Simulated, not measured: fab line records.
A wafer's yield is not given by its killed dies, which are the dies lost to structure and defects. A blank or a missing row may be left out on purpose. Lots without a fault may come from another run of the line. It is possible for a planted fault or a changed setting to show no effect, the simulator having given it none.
2 desks, one fault ; flow gf180mcu ; each desk has only its own numbers; what lay behind them comes last

THE METROLOGY DESK
What the gauges read, lot by lot, whatever tool the lot ran on: means of the sampled wafers that have a number. If a lot's mean is further than 4 standard deviations from the usual mean, the lot is out of limits and carries the mark OUT (the distance appears in the brackets).
Columns: A = DUAL_GATE_OXIDATION_00_THK at GF_DUAL_GATE_THK_MEAS_03, usual 10.93 nm; B = cd nm at GF_M2_CD_MEAS_14, usual 280.1 nm
lot;first seen here;A;B
L357;day 7 16:50;10.65;277.8
L358;day 7 20:30;10.89;280.0
L359;day 8 10:34;11.04;278.5
L360;day 8 15:25;11.04;280.7
L361;day 8 20:37;11.09;280.4
L367;day 10 11:17;10.71;281.5
L368;day 10 19:38;17.28 (+40) OUT;279.7
L370;day 11 07:37;16.89 (+37) OUT;281.2
L371;day 11 14:02;11.18;278.9
L376;day 13 00:37;10.80;279.8
L377;day 13 06:22;10.88;277.4
L378;day 13 09:59;10.70;278.4
L379;day 13 16:46;10.72;280.5
L380;day 14 02:02;10.86;281.3
This desk's result: L368, L370 out of limits, first on L368 (DUAL_GATE_OXIDATION_00_THK at GF_DUAL_GATE_THK_MEAS_03), day 10 19:38. In limits: L357, L358, L359, L360, L361, L367, L371, L376, L377, L378, L379, L380.

TOOL OWNER'S DESK, furnace-01
The tool's own readings at GF_DUAL_GATE_OXIDATION_02 (stabilise 600 s, purge 300 s, target thk 10.887 nm): means of the sampled wafers that have a number, for each lot that ran on this tool. If a lot's mean is further than 4 standard deviations from the usual mean, the lot is out of limits and carries the mark OUT (the distance appears in the brackets).
Columns: A = zone power centre pct at GF_DUAL_GATE_OXIDATION_02, usual 19.2 %
lot;first seen here;A
L358;day 7 19:03;20.5
L360;day 8 13:58;20.6
L361;day 8 19:11;20.9
L368;day 10 18:11;20.6
L370;day 11 06:08;20.6
L380;day 14 00:34;20.8
Finding of this desk: none of the 6 lots has anything out of limits.

ALL TOGETHER
L368, L370 would have let the metrology desk raise an alarm at day 10 19:38.
The desk of the tool owner found nothing out of limits.
The tool owner's desk has L368, L370 on record, within its limits.
On furnace-01, each named lot ran GF_DUAL_GATE_OXIDATION_02.

WHAT WAS PUT IN BY THE SIMULATOR
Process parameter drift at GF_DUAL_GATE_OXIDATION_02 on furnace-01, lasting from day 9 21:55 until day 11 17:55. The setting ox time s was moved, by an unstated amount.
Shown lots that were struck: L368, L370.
Time in hours between the start of the fault and the first out-of-limits reading at each desk: metrology desk, 22.
